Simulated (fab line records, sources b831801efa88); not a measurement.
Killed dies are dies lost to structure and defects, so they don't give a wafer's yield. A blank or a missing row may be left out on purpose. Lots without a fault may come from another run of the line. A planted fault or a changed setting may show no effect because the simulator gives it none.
Which tool did it? | flow sky130 | 15 lots, 45 wafers sampled, at 4 steps of a route of 708

WHAT THE GAUGES READ, wafer by wafer
SKY_PWDE_OVL_MEAS_07. Usual: PWDE_OVL 1.1 nm, standard deviation 1.2.
lot  | measured    | on         | PWDE_OVL (nm) | flag
L716 | day 3 17:23 | overlay-01 | 0.4 -0.2 -1.5 |
L717 | day 3 22:46 | overlay-01 | 0.1 0.2 -0.5  |
L718 | day 4 05:17 | overlay-01 | 2.9 3.5 3.2   |
L720 | day 5 09:29 | overlay-02 | 2.8 1.7 2.8   |
L721 | day 5 18:29 | overlay-01 | 2.0 -0.2 2.9  |
L722 | day 5 17:46 | overlay-01 | 1.5 0.9 2.5   |
L725 | day 6 03:08 | overlay-02 | -1.5 0.8 1.0  |
L734 | day 8 05:20 | overlay-01 | 1.1 -0.2 -0.2 |
L735 | day 8 06:59 | overlay-02 | 2.4 3.6 1.7   |
L736 | day 8 12:11 | overlay-01 | 0.8 -0.9 -1.6 |
L738 | day 9 04:56 | overlay-01 | 0.0 0.5 0.5   |
L739 | day 9 06:05 | overlay-02 | -1.1 0.1 -0.4 |

SKY_VT_ADJUST_LVTN_OVL_MEAS_07. Usual: VT_ADJUST_LVTN_OVL -1.5 nm, standard deviation 1.4.
lot  | measured     | on         | VT_ADJUST_LVTN_OVL (nm) | flag
L716 | day 6 20:20  | overlay-01 | -2.0 -1.0 -2.7          |
L717 | day 7 02:11  | overlay-02 | -2.9 -2.8 -1.9          |
L718 | day 7 11:17  | overlay-02 | -2.4 -2.2 -1.8          |
L720 | day 8 17:29  | overlay-02 | -2.9 -2.9 -2.1          |
L721 | day 9 05:29  | overlay-01 | -2.1 -2.0 -1.9          |
L722 | day 9 04:35  | overlay-02 | -1.6 -1.5 -3.3          |
L725 | day 9 15:14  | overlay-01 | -1.0 0.7 -0.6           |
L734 | day 12 01:59 | overlay-01 | -2.0 -3.9 -3.1          |
L735 | day 12 06:11 | overlay-01 | -3.0 -1.0 -2.0          |
L736 | day 12 11:17 | overlay-01 | -0.3 -1.8 -2.9          |
L738 | day 13 07:02 | overlay-01 | -1.3 0.3 -1.0           |
L739 | day 13 09:21 | overlay-01 | -0.1 1.4 -1.9           |

WHICH TOOL RAN EACH LOT (tool, then ch and the chambers of the sampled wafers, then the start)
lot  | SKY_FIELD_ISO_OXIDATION_01   | SKY_VT_ADJUST_HVTP_STRIP_10
L716 | furnace-02 ch 0, day 1 10:07 | plasma_asher-02 ch 0,1, day 5 23:58
L717 | furnace-01 ch 0, day 1 15:08 | plasma_asher-01 ch 0, day 6 05:56
L718 | furnace-02 ch 0, day 1 21:41 | plasma_asher-02 ch 0,1, day 6 14:53
L720 | furnace-02 ch 0, day 2 06:17 | plasma_asher-04 ch 0, day 7 21:59
L721 | furnace-01 ch 0, day 2 11:07 | plasma_asher-02 ch 0,1, day 8 07:23
L722 | furnace-01 ch 0, day 2 16:07 | plasma_asher-01 ch 0,1, day 8 06:44
L725 | furnace-01 ch 0, day 3 07:37 | plasma_asher-01 ch 0, day 8 16:17
L730 | furnace-02, day 4 08:52      | -
L731 | furnace-01, day 4 14:04      | -
L732 | furnace-01, day 4 18:28      | -
L734 | furnace-02 ch 0, day 5 06:05 | plasma_asher-04 ch 0,1, day 11 01:29
L735 | furnace-02 ch 0, day 5 10:10 | plasma_asher-01 ch 0,1, day 11 05:05
L736 | furnace-02 ch 0, day 5 15:41 | plasma_asher-04 ch 0,1, day 11 10:41
L738 | furnace-01 ch 0, day 6 00:19 | plasma_asher-02 ch 0,1, day 12 04:53
L739 | furnace-01 ch 0, day 6 05:07 | plasma_asher-04 ch 0,1, day 12 07:04
- SKY_FIELD_ISO_OXIDATION_01: stabilise 600 s, purge 300 s, target thk 12 nm.
- SKY_VT_ADJUST_HVTP_STRIP_10: strips in O2/N2.

WHAT THE TOOLS THEMSELVES READ (means of the sampled wafers that have a number; where no wafer has one, the mark that the record gives instead)
SKY_FIELD_ISO_OXIDATION_01. Usual: ox_temp_c 900.0 C, standard deviation 0.42; ox_temp_c_max 904.6, standard deviation 0.85; spike_tc_bottom_C 917.9 C, standard deviation 2.2; zone_power_lower_pct 18.7 %, standard deviation 0.32.
lot  | tool       | ox_temp_c (C) | ox_temp_c_max | spike_tc_bottom_C (C) | zone_power_lower_pct (%) | flag
L716 | furnace-02 | 899.6         | 904.3         | 920.6                 | 19.1                     |
L717 | furnace-01 | 899.9         | 903.7         | 916.5                 | 18.5                     |
L718 | furnace-02 | 900.3         | 905.2         | 920.9                 | 19.0                     |
L720 | furnace-02 | 899.7         | 904.2         | 919.9                 | 19.0                     |
L721 | furnace-01 | 900.1         | 904.5         | 915.7                 | 18.4                     |
L722 | furnace-01 | 899.8         | 904.4         | 916.1                 | 18.6                     |
L725 | furnace-01 | 900.1         | 904.2         | 916.2                 | 18.6                     |
L730 | furnace-02 | -             | -             | -                     | -                        | OFF
L731 | furnace-01 | -             | -             | -                     | -                        | OFF
L732 | furnace-01 | -             | -             | -                     | -                        | OFF
L734 | furnace-02 | 899.9         | 904.4         | 920.4                 | 18.9                     |
L735 | furnace-02 | 900.0         | 903.8         | 919.8                 | 19.0                     |
L736 | furnace-02 | 900.3         | 905.4         | 919.3                 | 19.1                     |
L738 | furnace-01 | 899.9         | 904.6         | 915.7                 | 18.5                     |
L739 | furnace-01 | 900.5         | 905.0         | 916.0                 | 18.6                     |

SKY_VT_ADJUST_HVTP_STRIP_10. Usual: drypump_motor_current_A 5.82 A, standard deviation 0.28; oes_product_au 0.716 a.u., standard deviation 0.0043; strip_time_to_endpoint_s 14.17 s, standard deviation 0.042.
lot  | tool            | drypump_motor_current_A (A) | oes_product_au (a.u.) | strip_time_to_endpoint_s (s) | flag
L716 | plasma_asher-02 | 5.78                        | 0.712                 | 14.18                        |
L717 | plasma_asher-01 | 6.32                        | 0.710                 | 14.18                        |
L718 | plasma_asher-02 | 5.84                        | 0.713                 | 14.24                        |
L720 | plasma_asher-04 | 5.72                        | 0.713                 | 14.19                        |
L721 | plasma_asher-02 | 5.82                        | 0.712                 | 14.17                        |
L722 | plasma_asher-01 | 5.96                        | 0.717                 | 14.21                        |
L725 | plasma_asher-01 | 6.32                        | 0.717                 | 14.21                        |
L734 | plasma_asher-04 | 5.44                        | 0.718                 | 14.18                        |
L735 | plasma_asher-01 | 6.15                        | 0.719                 | 14.11                        |
L736 | plasma_asher-04 | 5.56                        | 0.717                 | 14.10                        |
L738 | plasma_asher-02 | 5.85                        | 0.712                 | 14.20                        |
L739 | plasma_asher-04 | 5.43                        | 0.719                 | 14.12                        |

THE ANSWER, worked out from the rows above alone
Rule: a lot is off if the mean of its wafers that have a number lies more than 3 standard deviations from the usual mean. A lot without any number at a reading at which 4 lots or more have one is off too. The other lots that the step has rows for count as sound. The gauges are gone through in route order, then the tools' own readings, and for those a lot's mean is taken as printed above. The first step at which some lot is off is used, and at that step the reading that is off furthest; a lot without a number counts as furthest.
Off: L730, L731, L732, at SKY_FIELD_ISO_OXIDATION_01 (ox_temp_c). Without a number there: L730, L731, L732.
A tool fits if, at that step or a process step before it, it ran every lot that is off, and no sound lot after the first of them. None of those tried fits.

WHAT THE SIMULATOR HAD PUT IN
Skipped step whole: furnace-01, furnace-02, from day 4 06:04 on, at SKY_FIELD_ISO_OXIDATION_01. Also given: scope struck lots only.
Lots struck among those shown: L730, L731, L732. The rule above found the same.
